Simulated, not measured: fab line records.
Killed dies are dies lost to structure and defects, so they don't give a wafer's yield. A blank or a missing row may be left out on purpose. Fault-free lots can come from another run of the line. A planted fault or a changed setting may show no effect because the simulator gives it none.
The tool behind it: which one? + flow sky130 + 13 lots with 39 wafers sampled at 4 steps, on a route of 708 steps

== WHAT THE GAUGES READ, wafer by wafer ==
SKY_VIA1_CD_MEAS_12: the cd target is 150 nm. Usual: cd nm at 150.3 nm, with a standard deviation of 1.9.
| lot  | measured     | on        | cd nm (nm)        | flag |
|------|--------------|-----------|-------------------|------|
| L486 | day 33 17:37 | cd sem-01 | 148.3 148.2 147.4 |      |
| L488 | day 34 19:15 | cd sem-02 | 153.5 152.4 151.9 |      |
| L489 | day 34 20:29 | cd sem-02 | 151.3 149.9 148.5 |      |
| L490 | day 35 05:44 | cd sem-01 | 149.1 148.7 149.4 |      |
| L491 | day 35 16:51 | cd sem-01 | 149.6 150.8 149.4 |      |
| L492 | day 36 03:04 | cd sem-01 | 149.4 150.4 150.4 |      |
| L495 | day 36 20:10 | cd sem-02 | 152.9 152.6 150.7 |      |
| L500 | day 38 14:23 | cd sem-01 | 152.5 153.5 152.8 |      |
| L501 | day 38 18:24 | cd sem-01 | 151.2 151.8 154.8 |      |
| L503 | day 39 09:15 | cd sem-01 | 153.0 151.7 154.1 |      |
| L506 | day 40 04:48 | cd sem-02 | 150.2 148.8 150.2 |      |
| L507 | day 40 19:47 | cd sem-01 | 149.4 150.3 149.1 |      |
| L509 | day 41 05:12 | cd sem-02 | 149.0 151.1 148.7 |      |

SKY_METAL2_OVL_MEAS_16. Usual: for METAL2_OVL the level is -1 nm and the standard deviation is 6.5.
| lot  | measured     | on         | METAL2_OVL (nm) | flag |
|------|--------------|------------|-----------------|------|
| L486 | day 34 21:17 | overlay-01 | -10 -6 -5       |      |
| L488 | day 35 23:35 | overlay-02 | -3 7 7          |      |
| L489 | day 36 01:07 | overlay-02 | 3 -3 8          |      |
| L490 | day 36 09:59 | overlay-02 | -2 -2 -1        |      |
| L491 | day 36 20:56 | overlay-01 | -3 2 -2         |      |
| L492 | day 37 07:20 | overlay-01 | 2 -3 4          |      |
| L495 | day 37 23:59 | overlay-02 | -12 -8 -5       |      |
| L500 | day 39 16:41 | overlay-02 | 10 -5 9         |      |
| L501 | day 39 20:23 | overlay-01 | 8 -2 0          |      |
| L503 | day 40 11:46 | overlay-01 | 6 3 -3          |      |
| L506 | day 41 06:26 | overlay-01 | -12 -7 1        |      |
| L507 | day 41 21:38 | overlay-01 | -16 -5 -12      |      |
| L509 | day 42 06:11 | overlay-02 | -6 -7 -4        |      |

SKY_VIA2_BOW_MEAS_03. Usual: for VIA2_BOW the level is 87 um and the standard deviation is 7.4.
| lot  | measured     | on            | VIA2_BOW (um) | flag |
|------|--------------|---------------|---------------|------|
| L486 | day 34 22:36 | film metro-04 | 84 90 82      |      |
| L488 | day 36 00:55 | film metro-01 | 83 89 89      |      |
| L489 | day 36 02:26 | film metro-02 | 82 93 72      |      |
| L490 | day 36 11:20 | film metro-04 | 86 90 88      |      |
| L491 | day 36 22:14 | film metro-02 | 89 100 87     |      |
| L492 | day 37 08:57 | film metro-04 | 86 83 77      |      |
| L495 | day 38 01:17 | film metro-01 | 91 80 82      |      |
| L500 | day 39 18:11 | film metro-04 | 89 83 95      |      |
| L501 | day 39 21:43 | film metro-02 | 88 96 85      |      |
| L503 | day 40 13:06 | film metro-01 | 81 80 70      |      |
| L506 | day 41 07:44 | film metro-02 | 79 96 80      |      |
| L507 | day 41 22:56 | film metro-01 | 71 71 90      |      |
| L509 | day 42 07:29 | film metro-02 | 82 88 82      |      |

== EACH LOT AND THE TOOL THAT RAN IT (in order: tool; ch and the chambers of the sampled wafers; start) ==
| lot  | SKY_METAL1_ETCH_18                |
|------|-----------------------------------|
| L486 | rie metal-02 ch 0, day 32 13:44   |
| L488 | rie metal-03 ch 0, day 33 15:39   |
| L489 | rie metal-02 ch 0,1, day 33 17:15 |
| L490 | rie metal-03 ch 0, day 34 01:50   |
| L491 | rie metal-02 ch 1, day 34 13:23   |
| L492 | rie metal-03 ch 0,1, day 34 23:06 |
| L495 | rie metal-01 ch 0,1, day 35 16:24 |
| L500 | rie metal-02 ch 0,1, day 37 12:21 |
| L501 | rie metal-02 ch 0,1, day 37 15:39 |
| L503 | rie metal-01 ch 0,1, day 38 06:43 |
| L506 | rie metal-03 ch 0, day 39 01:26   |
| L507 | rie metal-01 ch 0,1, day 39 18:10 |
| L509 | rie metal-02 ch 0,1, day 40 04:02 |
- SKY_METAL1_ETCH_18: etches BARC in N2/H2, stops on SiO2, time 45.9 s, target depth 60 nm.

== AS READ BY THE TOOLS THEMSELVES (means over the sampled wafers that have a number; for cases with no such wafer, the mark the record gives instead) ==
SKY_METAL1_ETCH_18. Usual: drypump motor current A 5.9 A, standard deviation 0.39; n2 flow sccm 99.96 sccm, standard deviation 0.26; oes product au 0.856 a.u., standard deviation 0.0042; throttle valve pct 13.224 %, standard deviation 0.0088.
| lot  | tool         | drypump motor current A (A) | n2 flow sccm (sccm) | oes product au (a.u.) | throttle valve pct (%) | flag |
|------|--------------|-----------------------------|---------------------|-----------------------|------------------------|------|
| L486 | rie metal-02 | 5.9                         | 99.74               | 0.858                 | 13.228                 |      |
| L488 | rie metal-03 | 6.1                         | 99.94               | 0.858                 | 13.224                 |      |
| L489 | rie metal-02 | 5.7                         | 99.65               | 0.850                 | 13.222                 |      |
| L490 | rie metal-03 | 6.1                         | 100.07              | 0.853                 | 13.223                 |      |
| L491 | rie metal-02 | 5.3                         | 99.68               | 0.854                 | 13.226                 |      |
| L492 | rie metal-03 | 6.0                         | 100.07              | 0.857                 | 13.222                 |      |
| L495 | rie metal-01 | 6.2                         | 100.11              | 0.857                 | 13.221                 |      |
| L500 | rie metal-02 | 5.7                         | 100.14              | 0.870                 | 13.221                 | OFF  |
| L501 | rie metal-02 | 5.5                         | 99.97               | 0.874                 | 13.228                 | OFF  |
| L503 | rie metal-01 | 6.4                         | 99.73               | 0.857                 | 13.219                 |      |
| L506 | rie metal-03 | 6.1                         | 99.79               | 0.856                 | 13.226                 |      |
| L507 | rie metal-01 | 6.2                         | 99.95               | 0.856                 | 13.229                 |      |
| L509 | rie metal-02 | 5.7                         | 100.14              | 0.856                 | 13.223                 |      |

== THE ANSWER, worked out from the rows above alone ==
Rule: a lot is off if the mean of its wafers that have a number lies more than 3 standard deviations from the usual mean. Also off: a lot with no number at a reading for which 4 or more lots have one. All remaining lots with rows at the step are treated as sound. Order of review: gauges by route order, followed by the tools' own readings, for which a lot's mean as printed above is used. The first step at which some lot is off is used, and at that step the reading that is off furthest; a lot without a number counts as furthest.
Off: L500, L501, at SKY_METAL1_ETCH_18 (oes product au).
A tool fits if, at that step or a process step before it, it ran every lot that is off, and no sound lot after the first of them. None of those tried fits.

== WHAT THE SIMULATOR PUT IN ==
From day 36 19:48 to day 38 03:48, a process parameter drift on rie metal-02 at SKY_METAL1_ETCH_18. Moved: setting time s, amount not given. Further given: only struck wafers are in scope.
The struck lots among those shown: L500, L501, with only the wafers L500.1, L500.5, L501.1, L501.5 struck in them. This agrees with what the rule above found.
